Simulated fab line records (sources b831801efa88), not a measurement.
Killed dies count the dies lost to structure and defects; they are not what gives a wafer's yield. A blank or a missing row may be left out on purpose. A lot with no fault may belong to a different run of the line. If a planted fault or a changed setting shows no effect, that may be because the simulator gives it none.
Code-filled problem report in 8D (eight disciplines) form    flow gf180mcu    the parts of the form that need people (team, actions taken, sign-off) are left out

1. PROBLEM STATEMENT
Across 5 wafers from 2 lots, V3_CVD_00_THK at GF_V3_THK_MEAS_01 averages 713 nm, while fault-free wafers read 594 nm with a standard deviation of 7.9. That is +15 standard deviations from the usual mean.
First seen on wafer L964.2, day 26 09:38, on film_metro-04. The record holds 38 wafers of 13 lots with a number at this step. Rule for "out", or "out of limits": more than 4 standard deviations from the usual mean. The rest of the wafers with a number are treated as sound.

2. WHAT IT IS; WHAT IT IS NOT
question                     is                            is not
which readings at this step  V3_CVD_00_THK                 -
which lots                   L964, L965                    L950, L951, L953, L954, L955, L956, L958, L961, L966, L970, L972
which wafers of those lots   all that have a number        -
read on which gauges         film_metro-02, film_metro-04  film_metro-01
when                         from day 26 09:38             up to then (24 sound wafers); but 9 sound wafers of L966, L970, L972 came after

3. WHAT RULES OUT EACH SUSPECT
Counting: a tool at a process step up to the reading stays a suspect if it ran every lot that is out and no sound lot after the first of them.
- the gauge at GF_V3_THK_MEAS_01 has been ruled out. 2 gauges (film_metro-02, film_metro-04) read the wafers that are out.
- cmp-01 at GF_V1_CMP_26 (polishes, stops on SiO2, t overpolish 15 s, target thk 0 nm): ruled out as a lasting fault. Sound lots L966, L970 ran on it after its first lot that is out, L964 (day 23 11:43).
- hdpcvd-02 at GF_V3_CVD_00 (deposits SiO2, target thk 600 nm, time 100 s): kept. Every lot that is out went through it, starting with L964 (day 26 09:34), and after that it ran no sound lot; the last sound lot it ran before then is L961 (day 25 12:42). On those wafers its own readings are out: sih4_flow_sccm.
After counting, what remains is hdpcvd-02 at GF_V3_CVD_00.

4. THE CAUSE (what the simulator had put in)
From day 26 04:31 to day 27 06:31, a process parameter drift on hdpcvd-02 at GF_V3_CVD_00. A move of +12 in setting sih4_flow_sccm, from 60. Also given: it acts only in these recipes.
The count eliminated every tool but this one.

5. THE CHAIN OF EFFECTS, in route order
Rows list readings where the struck wafers' mean (over those with a number) sits beyond 3 standard deviations from the usual. Only readings whose record carries a usual standard deviation are examined. hours: median over the lots of the time between each lot's start at the first step of this table that gives one and its start at this step. sigmas: the change, counted in usual standard deviations.
hours  step               reading         usual       on struck wafers  change  sigmas
0      GF_V3_CVD_00       sih4_flow_sccm  59.99 sccm  71.93             +11.94  +63
0      GF_V3_THK_MEAS_01  V3_CVD_00_THK   594 nm      713               +119    +15
It contains these process steps:
- GF_V3_CVD_00: deposits SiO2, target thk 600 nm, time 100 s.
At these later measuring or inspecting steps, every struck wafer for which the step has a row has a number for every such reading, and none has moved that far: GF_V3_OVL_MEAS_15.

6. WHAT WOULD HAVE CAUGHT IT SOONER
In this record the first reading out of limits at a measuring or inspecting step was taken at day 26 09:38, 5 hours after the fault began at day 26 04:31.
Tool's own readings at GF_V3_CVD_00, sih4_flow_sccm: out on all struck wafers the step has rows for; an alarm limit on them would have tripped on the first.
Of the lots that are out (2), L965 began GF_V3_CVD_00 on hdpcvd-02 after day 26 09:38. Holding the tool at that time would have saved it.
